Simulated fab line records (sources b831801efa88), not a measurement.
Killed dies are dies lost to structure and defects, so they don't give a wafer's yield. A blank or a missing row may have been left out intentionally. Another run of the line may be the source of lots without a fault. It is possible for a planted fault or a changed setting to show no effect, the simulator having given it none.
Struck lot and sound lot, side by side    flow gf180mcu    15 steps out of a route of 602
Sound: the wafers L501.1, L501.5, L501.6. Wafers L511.1, L511.4, L511.5 were the ones struck. Last of all comes the cause.
Each step with rows lists, per side, the tool, then ch with its chambers, then its first start. Under that, the readings that differ: sound wafers    struck wafers    difference of the means    sigmas: that difference in standard deviations of wafers without a fault.
alike: words and numbers the same on both sides, and readings whose means are apart by under 2 such deviations; not compared: readings that were withheld, readings missing a value for some wafer, numbers with overlapping values and no deviation given by the record, and bounds like >300 which may hide the same value.
Wherever a step has rows on one side only, a row that says differs or no value, or a row with sigmas, the two part there. Non-overlapping numbers with no deviation appear without sigmas and do not part them. Lack of a reading on every wafer of one side parts them only where that side has two or more wafers.

first, 6 steps without rows for these wafers: GF_M4_HMDS_08 (prime time 60 s); GF_M4_COAT_09 (resist thk 1000 nm); GF_M4_SOFTBAKE_10 (time 60 s); GF_M4_EXPOSE_11 (exposes mask Metal4, target cd 280 nm); GF_M4_PEB_12 (peb time 90 s); GF_M4_DEVELOP_13 (develop time 60 s).
GF_M4_CD_MEAS_14: the cd target is 280 nm.
  sound on cd sem-02 at day 25 14:59; struck on cd sem-02 at day 29 00:20
  alike: cd nm
GF_M4_OVL_MEAS_15:
  sound on overlay-01 at day 25 15:07; struck on overlay-02 at day 29 00:28
  alike: M4_OVL
GF_M4_METAL_ETCH_16: etches the open film in Cl2/BCl3, stops on SiO2, target depth 750.8 nm, time 125.1 s.
  sound on rie metal-02 ch 0,1, day 25 15:09; struck on rie metal-03 ch 0,1, day 29 00:30
reading                 sound                 struck                difference  sigmas
throttle valve pct (%)  28.224 28.191 28.209  28.234 28.237 28.232  +0.026      +2
  alike: bcl3 flow sccm, drypump motor current A, oes product au
  not compared: rf hours counter h
GF_M4_STRIP_17: strips in O2/N2.
  sound on plasma asher-03 ch 0,1, day 25 15:17; struck on plasma asher-04 ch 0,1, day 29 00:38
  alike: drypump motor current A, heater power w, oes product au, strip time to endpoint s
  not compared: rf hours counter h
then, 2 steps without rows for these wafers: GF_M4_STRIP_18 (strips in post etch residue remover, time 1200 s); GF_M4_CLEAN_19 (cleans in DIW).
GF_V4_CVD_00: deposits SiO2, target thk 600 nm, time 100 s.
  sound on hdpcvd-02 ch 0,1,2, day 25 15:49; struck on hdpcvd-02 ch 1,2, day 29 01:14
reading                              sound              struck             difference  sigmas
sih4 flow sccm (sccm)                59.95 59.92 60.05  71.63 71.90 72.19  +11.93      +66
model.SiO2_of_V4_CVD_00.thk nm (nm)  595.1 594.5 591.8  717.4 714.9 718.4  +123.1      
GF_V4_THK_MEAS_01:
  sound on film metro-02 at day 25 15:53; struck on film metro-01 at day 29 01:19
reading             sound        struck       difference  sigmas
V4_CVD_00_THK (nm)  595 595 592  718 715 718  +123        +24
GF_V4_CVD_02: deposits SiO2 from TEOS, target thk 850 nm, time 94.851 s.
  sound on pecvd-02 ch 0,1, day 25 15:56; struck on pecvd-04 ch 0,1,2, day 29 01:23
  alike: heater power w

WHERE THEY PART
First at GF_M4_METAL_ETCH_16; last, within this record, at GF_V4_THK_MEAS_01. Later steps at which nothing parts them and some readings are alike: GF_V4_CVD_02.

WHY: what had been put in by the simulator
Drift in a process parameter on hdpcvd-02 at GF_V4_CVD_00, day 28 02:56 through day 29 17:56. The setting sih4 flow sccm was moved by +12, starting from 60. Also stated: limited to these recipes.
